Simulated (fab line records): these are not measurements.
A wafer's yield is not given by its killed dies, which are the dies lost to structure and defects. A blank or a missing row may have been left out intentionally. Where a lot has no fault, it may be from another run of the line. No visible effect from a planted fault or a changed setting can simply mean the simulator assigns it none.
Which tool is to blame?	flow gf180mcu	14 lots with 40 wafers sampled at 5 steps, on a route of 602 steps

== WHAT THE GAUGES SHOWED, per wafer ==
GF_V3_THK_MEAS_01. Usual: V3_CVD_00_THK 599 nm, standard deviation 6.5.
lot	measured	on	V3_CVD_00_THK (nm)	flag
L598	day 21 10:05	film-metro-03	617 607 610	
L599	day 21 22:59	film-metro-04	604 598 602	
L600	day 22 03:01	film-metro-04	601 607 599	
L602	day 23 08:09	film-metro-04	601 593 607	
L604	day 23 21:40	film-metro-04	591 586 589	
L605	day 24 01:31	film-metro-04	605 595 598	
L606	day 24 10:35	film-metro-04	611 606 603	
L607	day 24 12:50	film-metro-04	610 609 605	
L609	day 25 18:32	film-metro-04	594 598 583	
L612	day 26 13:38	film-metro-01	605 598 600	
L614	day 27 05:37	film-metro-04	601 591 599	
L615	day 27 10:08	film-metro-01	600 604 602	
L618	day 28 06:22	film-metro-01	296	OFF
L620	day 28 19:01	film-metro-04	607 306 606	OFF

GF_V3_THK_MEAS_03. Usual: V3_CVD_02_THK 846 nm, standard deviation 12.
lot	measured	on	V3_CVD_02_THK (nm)	flag
L598	day 21 10:13	film-metro-04	824 852 850	
L599	day 21 23:07	film-metro-03	835 847 850	
L600	day 22 03:09	film-metro-03	851 835 862	
L602	day 23 08:17	film-metro-01	846 853 852	
L604	day 23 21:47	film-metro-03	872 852 875	
L605	day 24 01:39	film-metro-01	842 851 842	
L606	day 24 10:43	film-metro-03	855 857 868	
L607	day 24 12:58	film-metro-04	837 824 853	
L609	day 25 18:40	film-metro-04	839 853 849	
L612	day 26 13:46	film-metro-04	847 846 855	
L614	day 27 05:45	film-metro-01	853 863 861	
L615	day 27 10:16	film-metro-03	826 845 837	
L618	day 28 06:30	film-metro-03	857	
L620	day 28 19:09	film-metro-03	838 832 846	

GF_V3_OVL_MEAS_15. Usual: V3_OVL 5 nm, standard deviation 5.7.
lot	measured	on	V3_OVL (nm)	flag
L598	day 22 10:43	overlay-02	12 8 12	
L599	day 22 23:13	overlay-01	4 3 3	
L600	day 23 03:17	overlay-02	3 -1 1	
L602	day 24 07:16	overlay-02	-1 6 0	
L604	day 24 20:24	overlay-02	6 8 11	
L605	day 24 23:45	overlay-02	13 11 -8	
L606	day 25 09:00	overlay-02	6 4 9	
L607	day 25 11:08	overlay-02	-4 -2 6	
L609	day 26 15:38	overlay-02	6 8 3	
L612	day 27 10:37	overlay-02	0 6 12	
L614	day 28 01:53	overlay-01	8 9 13	
L615	day 28 06:40	overlay-02	5 1 -2	
L618	day 29 02:20	overlay-02	8	
L620	day 29 15:04	overlay-02	14 0 11	

== TOOL THAT RAN EACH LOT (tool first, then ch and the chambers of the sampled wafers, then the start) ==
lot	GF_V2_ETCH_17	GF_V3_CVD_00
L598	rie-diel-04 ch 0,1, day 21 09:59 or earlier	hdpcvd-02 ch 1,2, day 21 09:59
L599	rie-diel-03 ch 0,1,2, day 21 22:55 or earlier	hdpcvd-01 ch 0,1, day 21 22:55
L600	rie-diel-04 ch 1,2, day 22 02:56 or earlier	hdpcvd-01 ch 1,2, day 22 02:56
L602	rie-diel-02 ch 0,3, day 23 08:05 or earlier	hdpcvd-01 ch 0,1,2, day 23 08:05
L604	rie-diel-04 ch 0,2, day 23 21:35 or earlier	hdpcvd-02 ch 0,2, day 23 21:35
L605	rie-diel-03 ch 0,3, day 24 01:25 or earlier	hdpcvd-02 ch 0,1,2, day 24 01:25
L606	rie-diel-04 ch 0,1,2, day 24 10:29 or earlier	hdpcvd-01 ch 1,2, day 24 10:29
L607	rie-diel-03 ch 0,1,2, day 24 12:43 or earlier	hdpcvd-01 ch 1,2, day 24 12:43
L609	rie-diel-02 ch 0,1,2, day 25 18:28 or earlier	hdpcvd-02 ch 0,2, day 25 18:28
L612	rie-diel-04 ch 1,2, day 26 13:34 or earlier	hdpcvd-01 ch 0,1,2, day 26 13:34
L614	rie-diel-03 ch 1,2, day 27 05:32 or earlier	hdpcvd-02 ch 1,2, day 27 05:32
L615	rie-diel-02 ch 1,2,3, day 27 10:04 or earlier	hdpcvd-01 ch 1,2, day 27 10:04
L618	rie-diel-04 ch 2, day 28 06:17 or earlier	hdpcvd-02 ch 0, day 28 06:17
L620	rie-diel-03 ch 0,1,3, day 28 18:57 or earlier	hdpcvd-02 ch 0,1,2, day 28 18:57
- GF_V2_ETCH_17: etches SiO2 in C4F8/O2/Ar, stops on TiN, target depth 630 nm.
- GF_V3_CVD_00: deposits SiO2, target thk 600 nm, time 100 s.

== AS READ BY THE TOOLS THEMSELVES (means over the sampled wafers that have a number; for cases with no such wafer, the mark the record gives instead) ==
GF_V2_ETCH_17. Usual: oes-product-au reads 0.857 a.u. (standard deviation 0.0047).
lot	tool	oes-product-au (a.u.)	flag
L598	rie-diel-04	0.857	
L599	rie-diel-03	0.858	
L600	rie-diel-04	0.851	
L602	rie-diel-02	0.857	
L604	rie-diel-04	0.861	
L605	rie-diel-03	0.855	
L606	rie-diel-04	0.859	
L607	rie-diel-03	0.856	
L609	rie-diel-02	0.854	
L612	rie-diel-04	0.858	
L614	rie-diel-03	0.856	
L615	rie-diel-02	0.859	
L618	rie-diel-04	0.857	
L620	rie-diel-03	0.856	

GF_V3_CVD_00. Usual: sih4-flow-sccm reads 60.00 sccm (standard deviation 0.19).
lot	tool	sih4-flow-sccm (sccm)	flag
L598	hdpcvd-02	59.91	
L599	hdpcvd-01	60.21	
L600	hdpcvd-01	60.07	
L602	hdpcvd-01	59.97	
L604	hdpcvd-02	60.02	
L605	hdpcvd-02	59.84	
L606	hdpcvd-01	59.89	
L607	hdpcvd-01	59.93	
L609	hdpcvd-02	60.14	
L612	hdpcvd-01	60.01	
L614	hdpcvd-02	60.14	
L615	hdpcvd-01	60.18	
L618	hdpcvd-02	29.85	OFF
L620	hdpcvd-02	50.11	OFF

== THE ANSWER, worked out from the rows above alone ==
Rule: a lot counts as off when the mean over its wafers that have a number is more than 3 standard deviations away from the usual mean. A lot without any number at a reading at which 4 lots or more have one is off too. All remaining lots with rows at the step are treated as sound. The gauges are gone through in route order, then the tools' own readings, and for those a lot's mean is taken as printed above. At the first step where some lot is off, the reading lying furthest off is the one used; lots without a number count as furthest.
Off: L618, L620, seen at GF_V3_THK_MEAS_01 (V3_CVD_00_THK).
If a tool, at a process step before that reading, ran all the lots that are off and no sound lot after the first of them, it fits. Not tried: the gauges at GF_V3_THK_MEAS_01; whatever is off there is also off at GF_V3_CVD_00, on other tools, and gauge error can't account for it. GF_V2_ETCH_17: start missing for some lots; hours and lot order therefore follow GF_V3_CVD_00. One fits: hdpcvd-02 at GF_V3_CVD_00. Its last sound lot is L614 (day 27 05:32), its first lot that is off L618 (day 28 06:17): a fault that began between those two fits.
The tool's own readings at GF_V3_CVD_00 bear it out: on the lots that are off they differ by more than 5 times the standard deviation of the sound lots' means. sih4-flow-sccm reads 39.98 sccm there against 60.03 sccm on the sound lots.

== WHAT THE SIMULATOR HAD PUT IN ==
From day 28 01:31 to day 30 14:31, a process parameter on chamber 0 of hdpcvd-02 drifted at GF_V3_CVD_00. Setting sih4-flow-sccm, moved by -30, from 60. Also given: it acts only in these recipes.
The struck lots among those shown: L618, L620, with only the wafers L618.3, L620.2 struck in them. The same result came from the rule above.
